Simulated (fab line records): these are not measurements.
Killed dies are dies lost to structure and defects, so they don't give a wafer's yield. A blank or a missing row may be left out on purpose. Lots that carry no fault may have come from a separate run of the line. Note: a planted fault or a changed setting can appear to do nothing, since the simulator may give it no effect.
fab line records | flow sfq_line
[record] lots = 6 | wafers = 18 | last_day = 83
route steps=325 shown M3@118
lots that met no fault: from a run of the same line without faults
start_h: start of the lot's first displayed wafer, in hours after the record's first day | wait_h: time in hours since the lot's previous step | " identical to the entry in the row above | L1.1+2: a row that stands for several wafers | - no value, or no start was given | * or withheld: withheld | < > ~ a bound
route shown NAME@n: NAME is a module with steps in the file, n the number in the route of the first one | usual: mean and standard deviation over wafers with no fault | same: alike in all rows | chamber/n: place in a boat | sites: each site's reading | _std_site: standard deviation of those values | _edge_site: mean of outer sites minus mean of inner sites | radius_mm: how far each site lies from the wafer's centre | mask NAME#n: copy n | behind: the most recent tool/chamber to have shaped the wafer | hold: reason for holding the lot/hours on hold/outcome of the hold | device: whichever transistor did not switch (one of n, p or np) | end of line: tests run on the same wafers once the route is complete | a step given without rows: its recipe and nothing more | killed: dies lost to structure and defects at the first sort, not the wafer's yield | map: a wafer's dies, x killed, . not, _ none there
set.NAME: the setting the step ran with; set.NAME@STEP: the setting that earlier step ran with | model.NAME: the simulator's own value behind a step, which no gauge read
lots seen at some steps along the route; tables by step, rows by wafer
services: a tool's chamber out of use, with start hour (start_h, from the record's first day; less than 0 if before it), hours out, and reason
[[steps]]
[step SFQ_TRILAYER_M3_DEP_PRE_CLEAN_074]
[recipe] gas = Ar | time_s = 22.5 | bias_v = 250
[step SFQ_TRILAYER_M3_DEP_SPUTTER_073]
[recipe] material = Nb | base_pressure_pa = 1.33e-06 | chamber_pressure_pa = 0.1333 | substrate_temp_c = 20 | resputter_cathode_voltage_v = 400 | target_thk_nm = 200 | power_w = 2000 | time_s = 133.3
[usual] base_pressure_pa = 1.33e-06/1.1e-07 | chamber_pressure_pa = 0.13334/0.00026 | resputter_cathode_voltage_v = 401/3.8 | substrate_temp_c = 20.02/0.11 | throttle_valve_pct = 29.8/0.83
lot.wafer | tool           | chamber | start_h | wait_h | base_pressure_pa | chamber_pressure_pa | resputter_cathode_voltage_v | substrate_temp_c | throttle_valve_pct
L888.1    | pvd_sputter-05 | -       | 632.59  | 0.0    | 1.38e-06         | 0.13317             | 404                         | 19.90            | 29.6
L888.2    | "              | -       | "       | "      | 1.28e-06         | 0.13286             | 396                         | 20.12            | 30.3
L888.6    | "              | -       | "       | "      | 1.3e-06          | 0.13327             | 398                         | 20.08            | 30.4
L893.1    | pvd_sputter-06 | -       | 687.75  | 0.0    | 1.37e-06         | 0.1332              | 399                         | 20.29            | 28.7
L893.2    | "              | -       | "       | "      | 1.23e-06         | 0.13292             | 399                         | 20.26            | 30.7
L893.3    | "              | -       | "       | "      | 1.17e-06         | 0.13334             | 395                         | 20.09            | 30.2
L895.3    | pvd_sputter-05 | -       | 712.47  | 0.0    | 1.27e-06         | 0.13351             | 400                         | 19.87            | 30.5
L895.4    | "              | -       | "       | "      | 1.35e-06         | 0.13321             | 406                         | 20.03            | 30.4
L895.5    | "              | -       | "       | "      | 1.38e-06         | 0.13341             | 398                         | 20.05            | 28.4
L902.1    | pvd_sputter-03 | -       | 764.79  | 0.0    | 1.39e-06         | 0.13348             | 394                         | 20.05            | 30.5
L902.2    | "              | -       | "       | "      | 1.5e-06          | 0.13333             | 404                         | 19.92            | 29.8
L902.5    | "              | -       | "       | "      | 1.24e-06         | 0.13328             | 406                         | 20.17            | 30.4
L906.1    | pvd_sputter-03 | -       | 800.92  | 0.0    | 1.29e-06         | 0.13312             | 402                         | 19.98            | 28.7
L906.2    | "              | -       | "       | "      | 1.27e-06         | 0.13329             | 400                         | 20.00            | 29.5
L906.6    | "              | -       | "       | "      | 9.4e-07          | 0.13338             | 406                         | 20.09            | 30.4
L907.1    | pvd_sputter-03 | -       | 812.01  | 0.0    | 1.31e-06         | 0.13321             | 399                         | 20.05            | 30.4
L907.3    | "              | -       | "       | "      | 1.52e-06         | 0.13354             | 403                         | 20.19            | 30.0
L907.6    | "              | -       | "       | "      | 1.43e-06         | 0.13336             | 403                         | 20.04            | 30.9
[step SFQ_M3_RS_MEAS_919]
[recipe] thk_meas_gauge = four-point-probe | reads = Nb_of_TRILAYER_M3_DEP_SPUTTER_073
[usual] M3_NB_RS = 0.890/0.0092
lot.wafer | tool          | chamber | start_h | wait_h | M3_NB_RS[ohm/sq]
L888.1    | film_metro-03 | -       | 632.68  | 0.0    | 0.902
L888.2    | "             | -       | "       | "      | 0.904
L888.6    | "             | -       | "       | "      | 0.906
L893.1    | film_metro-03 | -       | 687.84  | 0.0    | 0.893
L893.2    | "             | -       | "       | "      | 0.873
L893.3    | "             | -       | "       | "      | 0.881
L895.3    | film_metro-04 | -       | 712.60  | 0.1    | 0.896
L895.4    | "             | -       | "       | "      | 0.902
L895.5    | "             | -       | "       | "      | 0.902
L902.1    | film_metro-03 | -       | 764.88  | 0.0    | 0.889
L902.2    | "             | -       | "       | "      | 0.893
L902.5    | "             | -       | "       | "      | 0.892
L906.1    | film_metro-02 | -       | 801.01  | 0.0    | 0.889
L906.2    | "             | -       | "       | "      | 0.898
L906.6    | "             | -       | "       | "      | 0.892
L907.1    | film_metro-03 | -       | 812.10  | 0.0    | 0.902
L907.3    | "             | -       | "       | "      | 0.897
L907.6    | "             | -       | "       | "      | 0.898
[step SFQ_TRILAYER_M3_LITHO_COAT_080]
[recipe] resist = BARC | spin_rpm = 3000 | resist_thk_nm = 62
[step SFQ_TRILAYER_M3_LITHO_COAT_075]
[recipe] resist = KrF | spin_rpm = 3000 | resist_thk_nm = 600
[step SFQ_TRILAYER_M3_LITHO_SOFTBAKE_079]
[recipe] temp_c = withheld | time_s = withheld | resist = KrF
[step SFQ_TRILAYER_M3_LITHO_EXPOSE_076]
[recipe] mask_id = M3 | na = 0.6 | source_shape = conventional | sigma_outer = 0.65 | target_cd_nm = 500 | dose_mj = 14.4
[step SFQ_TRILAYER_M3_LITHO_PEB_078]
[recipe] peb_temp_c = 115 | peb_time_s = 60 | resist = KrF
[step SFQ_TRILAYER_M3_LITHO_DEVELOP_077]
[recipe] time_s = 60 | resist = KrF
[step SFQ_M3_OVL_MEAS_921]
[usual] M3_OVL = -1/5.8
lot.wafer | tool       | chamber | start_h | wait_h | M3_OVL[nm]
L888.1    | overlay-01 | -       | 636.80  | 0.1    | -3
L888.2    | "          | -       | "       | "      | -5
L888.6    | "          | -       | "       | "      | -9
L893.1    | overlay-02 | -       | 836.22  | 0.1    | -4
L893.2    | "          | -       | "       | "      | 1
L893.3    | "          | -       | "       | "      | -10
L895.3    | overlay-01 | -       | 865.16  | 0.1    | 7
L895.4    | "          | -       | "       | "      | 3
L895.5    | "          | -       | "       | "      | 5
L902.1    | overlay-01 | -       | 916.74  | 0.1    | -9
L902.2    | "          | -       | "       | "      | 2
L902.5    | "          | -       | "       | "      | 3
L906.1    | overlay-02 | -       | 951.65  | 0.1    | -4
L906.2    | "          | -       | "       | "      | -3
L906.6    | "          | -       | "       | "      | -8
L907.1    | overlay-02 | -       | 960.05  | 0.1    | 2
L907.3    | "          | -       | "       | "      | 0
L907.6    | "          | -       | "       | "      | -3
[step SFQ_TRILAYER_M3_BARC_OPEN_METAL_ETCH_100]
[recipe] mask_material = PR | chemistry = O2 | target_depth_nm = 125 | target = BARC | icp_w = 600 | bias_w = 80 | pressure_mtorr = 10 | time_s = 41.7
[usual] drypump_motor_current_A = 5.3/0.37 | oes_product_au = 0.686/0.0051 | rf_fwd_power_W = 594.0/2.5
lot.wafer | tool         | chamber | start_h | wait_h | drypump_motor_current_A | oes_product_au | rf_fwd_power_W | rf_hours_counter_h
L888.1    | rie_metal-03 | 0       | 636.83  | 0.0    | 4.8                     | 0.683          | 592.8          | 62
L888.2    | "            | 1       | "       | "      | 5.7                     | 0.694          | 597.3          | 103
L888.6    | "            | 0       | "       | "      | 4.8                     | 0.686          | 590.5          | -
L893.1    | rie_metal-03 | 0       | 836.25  | 0.0    | 4.8                     | 0.688          | 590.5          | 100
L893.2    | "            | 1       | "       | "      | 5.7                     | 0.686          | 596.9          | 116
L893.3    | "            | 0       | "       | "      | 4.8                     | 0.684          | 591.5          | -
L895.3    | rie_metal-03 | 0       | 865.20  | 0.0    | 4.7                     | 0.683          | 592.3          | -
L895.4    | "            | 1       | "       | "      | 5.8                     | 0.680          | 595.5          | -
L895.5    | "            | 0       | "       | "      | 4.7                     | 0.684          | 591.7          | -
L902.1    | rie_metal-04 | 1       | 916.78  | 0.0    | 5.4                     | 0.696          | 595.1          | 79
L902.2    | "            | 0       | "       | "      | 5.0                     | 0.689          | 592.7          | 51
L902.5    | "            | 0       | "       | "      | 5.0                     | 0.690          | 592.0          | -
L906.1    | rie_metal-01 | 0       | 951.68  | 0.0    | 5.2                     | 0.690          | 595.3          | 35
L906.2    | "            | 1       | "       | "      | 5.6                     | 0.694          | 591.4          | 15
L906.6    | "            | 0       | "       | "      | 5.2                     | 0.686          | 594.0          | -
L907.1    | rie_metal-03 | 1       | 960.08  | 0.0    | 5.7                     | 0.688          | 595.7          | 135
L907.3    | "            | 1       | "       | "      | 5.8                     | 0.682          | 594.7          | -
L907.6    | "            | 1       | "       | "      | 5.8                     | 0.684          | 598.7          | -
[step SFQ_TRILAYER_M3_ETCH_METAL_ETCH_078]
[recipe] target = Nb | stop_on = SiO2 | mask_material = PR | chemistry = Cl2/Ar | target_depth_nm = 240 | icp_w = 600 | bias_w = 78.42 | pressure_mtorr = 10 | time_s = 120
[usual] drypump_motor_current_A = 5.3/0.37 | oes_product_au = 0.894/0.0068 | rf_fwd_power_W = 597.0/1.9
lot.wafer | tool         | chamber | start_h | wait_h | drypump_motor_current_A | oes_product_au | rf_fwd_power_W | rf_hours_counter_h | model.KrF_of_TRILAYER_M3_LITHO_COAT_075.thk_nm
L888.1    | rie_metal-03 | 0       | 636.89  | 0.0    | 4.8                     | 0.889          | 596.9          | 62                 | 383
L888.2    | "            | 1       | "       | "      | 5.7                     | 0.893          | 597.6          | 103                | 381.9
L888.6    | "            | 0       | "       | "      | 4.8                     | 0.886          | 595.7          | -                  | 382.2
L893.1    | rie_metal-03 | 0       | 836.31  | 0.0    | 4.8                     | 0.897          | 498.1          | 100                | 404.4
L893.2    | "            | 1       | "       | "      | 5.8                     | 0.900          | 500.1          | 116                | 401.8
L893.3    | "            | 0       | "       | "      | 4.8                     | 0.896          | 500.0          | -                  | 403
L895.3    | rie_metal-03 | 0       | 865.28  | 0.1    | 4.7                     | 0.888          | 502.3          | -                  | 400.4
L895.4    | "            | 1       | "       | "      | 5.7                     | 0.883          | 502.2          | -                  | 399
L895.5    | "            | 0       | "       | "      | 4.7                     | 0.890          | 501.3          | -                  | 401.6
L902.1    | rie_metal-04 | 1       | 916.84  | 0.0    | 5.4                     | 0.888          | 596.2          | 79                 | 381.9
L902.2    | "            | 0       | "       | "      | 5.1                     | 0.888          | 595.4          | 51                 | 380
L902.5    | "            | 0       | "       | "      | 5.1                     | 0.892          | 593.5          | -                  | 384.3
L906.1    | rie_metal-01 | 0       | 951.74  | 0.0    | 5.2                     | 0.897          | 596.6          | 35                 | 381.8
L906.2    | "            | 1       | "       | "      | 5.6                     | 0.894          | 599.1          | 15                 | 383
L906.6    | "            | 0       | "       | "      | 5.2                     | 0.884          | 595.7          | -                  | 383.5
L907.1    | rie_metal-03 | 1       | 960.14  | 0.0    | 5.7                     | 0.878          | 600.7          | 135                | 382.4
L907.3    | "            | 1       | "       | "      | 5.7                     | 0.886          | 598.6          | -                  | 380.6
L907.6    | "            | 1       | "       | "      | 5.8                     | 0.888          | 597.3          | -                  | 381.8
[step SFQ_TRILAYER_M3_STRIP_STRIP_079]
[recipe] gas = O2 | power_w = 200 | platen_temp_c = 40 | overash_fraction = 0.65 | chemistry = O2 | pressure_mtorr = 50
[usual] drypump_motor_current_A = 5.3/0.37 | oes_product_au = 1.005/0.0077
lot.wafer | tool         | chamber | start_h | wait_h | drypump_motor_current_A | oes_product_au | rf_hours_counter_h
L888.1    | rie_metal-03 | 0       | 637.02  | 0.1    | 4.8                     | 0.996          | 62
L888.2    | "            | 1       | "       | "      | 5.8                     | 1.007          | 103
L888.6    | "            | 0       | "       | "      | 4.8                     | 0.991          | -
L893.1    | rie_metal-03 | 0       | 836.44  | 0.1    | 4.8                     | 0.988          | 100
L893.2    | "            | 1       | "       | "      | 5.7                     | 1.006          | 116
L893.3    | "            | 0       | "       | "      | 4.8                     | 0.993          | -
L895.3    | rie_metal-03 | 0       | 865.56  | 0.2    | 4.8                     | 0.998          | -
L895.4    | "            | 1       | "       | "      | 5.8                     | 1.007          | -
L895.5    | "            | 0       | "       | "      | 4.7                     | 1.004          | -
L902.1    | rie_metal-04 | 1       | 916.96  | 0.1    | 5.4                     | 0.992          | 79
L902.2    | "            | 0       | "       | "      | 5.0                     | 1.005          | 52
L902.5    | "            | 0       | "       | "      | 5.0                     | 0.999          | -
L906.1    | rie_metal-01 | 0       | 951.87  | 0.1    | 5.2                     | 0.996          | 35
L906.2    | "            | 1       | "       | "      | 5.6                     | 1.011          | 15
L906.6    | "            | 0       | "       | "      | 5.2                     | 1.005          | -
L907.1    | rie_metal-03 | 1       | 960.27  | 0.1    | 5.7                     | 1.017          | 135
L907.3    | "            | 1       | "       | "      | 5.7                     | 1.022          | -
L907.6    | "            | 1       | "       | "      | 5.8                     | 1.018          | -
[[services]]
tool           | chamber | start_h | hours | kind
pvd_sputter-03 | -       | 612.50  | 10.4  | repair
pvd_sputter-06 | -       | 632.87  | 1.0   | repair
pvd_sputter-05 | -       | 643.02  | 8.1   | repair
pvd_sputter-05 | -       | 661.70  | 4.9   | repair
pvd_sputter-06 | -       | 676.60  | 3.9   | repair
pvd_sputter-03 | -       | 702.25  | 5.1   | repair
pvd_sputter-03 | -       | 706.43  | 18.2  | repair
pvd_sputter-03 | -       | 710.70  | 5.6   | repair
pvd_sputter-06 | -       | 720.11  | 4.4   | repair
pvd_sputter-06 | -       | 731.08  | 0.8   | repair
rie_metal-01   | 0       | 731.46  | -     | clean
rie_metal-01   | 0       | 731.46  | 16.1  | scheduled_down
rie_metal-01   | 0       | 731.46  | 16.1  | vent_cycle
pvd_sputter-06 | -       | 739.75  | 3.0   | repair
rie_metal-03   | -       | 749.91  | 2.8   | pm
pvd_sputter-03 | 1       | 769.83  | -     | consumable_replace:kit
pvd_sputter-05 | -       | 799.41  | 0.6   | repair
rie_metal-04   | -       | 810.85  | 1.4   | pm
pvd_sputter-03 | -       | 812.13  | 5.8   | repair
rie_metal-04   | -       | 816.94  | 14.6  | pm
pvd_sputter-06 | -       | 844.85  | 5.8   | repair
pvd_sputter-05 | -       | 844.92  | 7.0   | repair
rie_metal-03   | 1       | 855.43  | 5.3   | repair
pvd_sputter-05 | -       | 926.26  | 0.7   | repair
[[key]]
[first_sign] step = SFQ_TRILAYER_M3_ETCH_METAL_ETCH_078 | reading = rf_fwd_power_W | direction = down | sigmas = 50 | usual = 597.0 | struck = 500.7
effect none on later readings
[model_effect] step = SFQ_TRILAYER_M3_ETCH_METAL_ETCH_078 | value = KrF_of_TRILAYER_M3_LITHO_COAT_075.thk_nm | without = 381.6 | struck = 401.7
met_at SFQ_TRILAYER_M3_ETCH_METAL_ETCH_078
struck_wafers L893.1,L893.2,L893.3,L895.3,L895.4,L895.5
onset_between 636.89 836.31
[fault] kind = process_parameter_drift | tool = rie_metal-03 | chamber = - | onset_h = 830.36 | steps = SFQ_TRILAYER_M3_ETCH_METAL_ETCH_078 | channel = icp_w | offset = -96 | shape = step | end_h = 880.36 | acts_in = these_recipes_only | stated = 600
